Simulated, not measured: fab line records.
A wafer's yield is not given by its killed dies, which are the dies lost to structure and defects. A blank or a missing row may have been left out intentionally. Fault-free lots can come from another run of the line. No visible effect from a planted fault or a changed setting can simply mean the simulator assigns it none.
The tool behind it: which one?	flow sky130	Sampling: 24 lots, 72 wafers, 5 of 708 route steps

== WHAT EACH GAUGE READ, for each wafer ==
SKY_VIA2_THK_MEAS_23: measures by xrf.
lot	measured	on	VIA2_W_THK (nm)
L074	day 36 06:39	filmMetro-03	412 416 425
L075	day 36 08:13	filmMetro-03	426 417 426
L076	day 36 19:01	filmMetro-01	426 432 438
L077	day 37 04:05	filmMetro-01	424 427 419
L078	day 37 06:01	filmMetro-03	439 438 430
L079	day 38 04:50	filmMetro-03	425 424 428
L080	day 38 12:50	filmMetro-04	432 430 421
L081	day 39 22:40	filmMetro-04	435 428 443
L082	day 39 00:49	filmMetro-04	438 425 430
L083	day 39 06:32	filmMetro-01	430 423 432
L084	day 39 21:50	filmMetro-01	429 437 444
L085	day 39 23:19	filmMetro-04	422 428 423
L086	day 40 09:13	filmMetro-01	433 426 426
L087	day 40 09:31	filmMetro-04	430 419 431
L088	day 40 18:33	filmMetro-04	424 435 421
L089	day 41 03:59	filmMetro-04	426 430 433
L090	day 41 10:14	filmMetro-04	431 439 431
L091	day 41 12:08	filmMetro-03	448 444 437
L092	day 41 20:51	filmMetro-03	441 433 443
L093	day 42 10:41	filmMetro-04	428 434 431
L094	day 42 12:17	filmMetro-04	447 445 433
L095	day 42 13:53	filmMetro-01	443 444 445
L096	day 42 18:32	filmMetro-04	434 435 423
L097	day 43 06:48	filmMetro-01	435 437 449

SKY_METAL3_OVL_MEAS_14.
lot	measured	on	METAL3_OVL (nm)
L074	day 38 11:40	overlay-02	-1 -2 -3
L075	day 38 12:30	overlay-01	-3 2 -4
L076	day 39 00:01	overlay-02	0 -13 -5
L077	day 39 08:18	overlay-02	-7 -5 -12
L078	day 39 10:11	overlay-01	-3 -1 2
L079	day 40 08:52	overlay-01	0 -6 -3
L080	day 40 14:58	overlay-01	-5 4 -3
L081	day 42 00:26	overlay-02	-4 -6 -4
L082	day 41 05:28	overlay-01	-6 -5 -4
L083	day 41 08:41	overlay-02	7 4 5
L084	day 41 23:20	overlay-01	-12 -10 -10
L085	day 42 02:12	overlay-01	-5 -9 -6
L086	day 42 09:41	overlay-02	-4 1 4
L087	day 42 10:20	overlay-01	-13 -5 -3
L088	day 42 19:04	overlay-01	-9 0 -14
L089	day 43 03:41	overlay-01	-2 4 -5
L090	day 43 10:48	overlay-01	-12 -8 -9
L091	day 43 12:34	overlay-02	-2 3 -1
L092	day 43 20:33	overlay-02	-4 -1 4
L093	day 44 09:11	overlay-02	4 7 2
L094	day 44 10:07	overlay-02	-5 -7 -3
L095	day 44 12:22	overlay-02	2 7 2
L096	day 44 15:33	overlay-01	7 -3 1
L097	day 45 03:56	overlay-02	-4 -6 2

SKY_VIA3_THK_MEAS_01.
lot	measured	on	VIA3_HDPCVD_THK (nm)
L074	day 38 12:53	filmMetro-03	1622 1638 1665
L075	day 38 13:43	filmMetro-02	1627 1615 1612
L076	day 39 01:08	filmMetro-01	1621 1615 1634
L077	day 39 09:32	filmMetro-02	1627 1618 1640
L078	day 39 11:23	filmMetro-02	1597 1614 1612
L079	day 40 10:10	filmMetro-01	1647 1648 1634
L080	day 40 16:08	filmMetro-01	1652 1645 1656
L081	day 42 02:00	filmMetro-01	1651 1644 1656
L082	day 41 06:38	filmMetro-02	1646 1634 1625
L083	day 41 09:51	filmMetro-02	1629 1617 1599
L084	day 42 00:48	filmMetro-02	1636 1619 1633
L085	day 42 03:44	filmMetro-02	1637 1622 1637
L086	day 42 11:17	filmMetro-01	1649 1640 1615
L087	day 42 11:29	filmMetro-03	1640 1651 1656
L088	day 42 20:11	filmMetro-02	1642 1639 1639
L089	day 43 04:48	filmMetro-01	1621 1646 1631
L090	day 43 11:56	filmMetro-02	1621 1645 1627
L091	day 43 13:41	filmMetro-01	1631 1638 1640
L092	day 43 21:41	filmMetro-02	1664 1650 1669
L093	day 44 10:18	filmMetro-03	1651 1650 1666
L094	day 44 11:17	filmMetro-03	1675 1652 1657
L095	day 44 13:29	filmMetro-02	1642 1648 1638
L096	day 44 16:41	filmMetro-03	1631 1634 1643
L097	day 45 05:06	filmMetro-03	1658 1669 1667

SKY_VIA3_CD_MEAS_12: target cd 200 nm.
lot	measured	on	cdNm (nm)
L074	day 39 14:01	cdSem-01	198.5 198.2 198.9
L075	day 39 14:25	cdSem-01	198.7 198.9 199.0
L076	day 40 05:10	cdSem-01	197.5 198.2 198.2
L077	day 40 09:43	cdSem-01	197.6 198.1 198.4
L078	day 40 11:52	cdSem-02	202.4 200.2 202.7
L079	day 41 10:11	cdSem-01	199.9 199.9 198.8
L080	day 41 16:01	cdSem-02	200.0 200.8 201.0
L081	day 43 02:19	cdSem-02	199.8 199.1 200.9
L082	day 42 06:34	cdSem-02	200.2 201.4 200.7
L083	day 42 09:28	cdSem-02	200.5 199.6 200.6
L084	day 42 23:55	cdSem-02	198.7 199.7 199.7
L085	day 43 02:53	cdSem-02	200.5 199.9 200.0
L086	day 43 10:34	cdSem-02	198.4 199.6 198.8
L087	day 43 10:59	cdSem-02	200.8 201.0 200.8
L088	day 43 19:25	cdSem-02	199.8 200.7 200.8
L089	day 44 03:58	cdSem-02	198.8 198.7 199.0
L090	day 44 10:31	cdSem-02	199.7 199.0 200.5
L091	day 44 12:35	cdSem-01	199.5 202.4 200.5
L092	day 44 20:07	cdSem-01	201.6 201.7 199.9
L093	day 45 08:10	cdSem-02	201.5 200.3 201.1
L094	day 45 09:29	cdSem-02	201.7 201.9 201.8
L095	day 45 11:44	cdSem-02	199.7 198.5 199.2
L096	day 45 14:55	cdSem-01	199.4 199.4 199.9
L097	day 46 03:37	cdSem-01	201.2 200.5 202.3

== WHICH TOOL RAN EACH LOT (tool, then ch and the chambers of the sampled wafers, then the start) ==
lot	SKY_LOCAL_INTERCONNECT_ETCH_13
L074	rieMetal-03 ch 0,1, day 30 07:46
L075	rieMetal-02 ch 0,1, day 30 09:24
L076	rieMetal-02 ch 0,1, day 30 21:59
L077	rieMetal-03 ch 0,1, day 31 08:04
L078	rieMetal-04 ch 0, day 31 09:11
L079	rieMetal-03 ch 0,1, day 32 10:50
L080	rieMetal-02 ch 0,1, day 32 17:08
L081	rieMetal-03 ch 0,1, day 32 22:55
L082	rieMetal-04 ch 1, day 33 06:27
L083	rieMetal-03 ch 1, day 33 11:26
L084	rieMetal-04 ch 0,1, day 34 04:31
L085	rieMetal-03 ch 0,1, day 34 05:16
L086	rieMetal-02 ch 0,1, day 34 15:56
L087	rieMetal-04 ch 0,1, day 34 16:19
L088	rieMetal-04 ch 0,1, day 35 02:44
L089	rieMetal-02 ch 0,1, day 35 10:51
L090	rieMetal-04 ch 0,1, day 35 17:08
L091	rieMetal-02 ch 1, day 35 23:17
L092	rieMetal-03 ch 0,1, day 36 08:25
L093	rieMetal-02 ch 0,1, day 36 19:50
L094	rieMetal-04 ch 0,1, day 36 23:09
L095	rieMetal-04 ch 0, day 37 01:13
L096	rieMetal-02 ch 1, day 37 07:24
L097	rieMetal-04 ch 1, day 37 20:31
- SKY_LOCAL_INTERCONNECT_ETCH_13: etches BARC in N2/H2, stops on SiO2, time 45.9 s, target depth 60 nm.

== AS READ BY THE TOOLS THEMSELVES (means over the sampled wafers that have a number; for cases with no such wafer, the mark the record gives instead) ==
SKY_LOCAL_INTERCONNECT_ETCH_13.
lot	tool	drypumpMotorCurrentA (A)	oesProductAu (a.u.)	throttleValvePct (%)
L074	rieMetal-03	6.00	0.848	13.227
L075	rieMetal-02	5.70	0.856	13.227
L076	rieMetal-02	5.78	0.851	13.222
L077	rieMetal-03	6.03	0.860	13.223
L078	rieMetal-04	5.96	0.853	13.222
L079	rieMetal-03	6.00	0.857	13.226
L080	rieMetal-02	5.77	0.851	13.229
L081	rieMetal-03	6.02	0.853	13.218
L082	rieMetal-04	6.22	0.859	13.221
L083	rieMetal-03	5.97	0.853	13.222
L084	rieMetal-04	6.12	0.853	13.227
L085	rieMetal-03	6.03	0.860	13.225
L086	rieMetal-02	5.69	0.859	13.233
L087	rieMetal-04	6.14	0.854	13.228
L088	rieMetal-04	6.13	0.855	13.239
L089	rieMetal-02	5.71	0.850	13.214
L090	rieMetal-04	6.07	0.857	13.230
L091	rieMetal-02	5.85	0.851	13.221
L092	rieMetal-03	6.03	0.852	13.233
L093	rieMetal-02	5.70	0.858	13.222
L094	rieMetal-04	6.13	0.859	13.214
L095	rieMetal-04	5.95	0.854	13.233
L096	rieMetal-02	5.86	0.851	13.228
L097	rieMetal-04	6.18	0.856	13.225

== THE ANSWER, worked out from the rows above alone ==
Rule: the usual values come from the lots themselves. Put in order of their means at a reading, lots are off if they are a third of the lots or fewer, leave a main group of 4 or more, and stand apart from it by a gap of 3 or more times the standard deviation of the main group's means; of several such gaps the widest counts. If all means in a main group match to the digits the tables above print for the reading, that group is not used. A lot without any number at a reading at which 4 lots or more have one is off too. All remaining lots with rows at the step are treated as sound. The gauges are gone through in route order, then the tools' own readings, and for those a lot's mean is taken as printed above. At the first step where some lot is off, the reading lying furthest off is the one used; lots without a number count as furthest.
No lot is off at any reading shown: from this, nothing can be told.

== WHAT THE SIMULATOR HAD PUT IN ==
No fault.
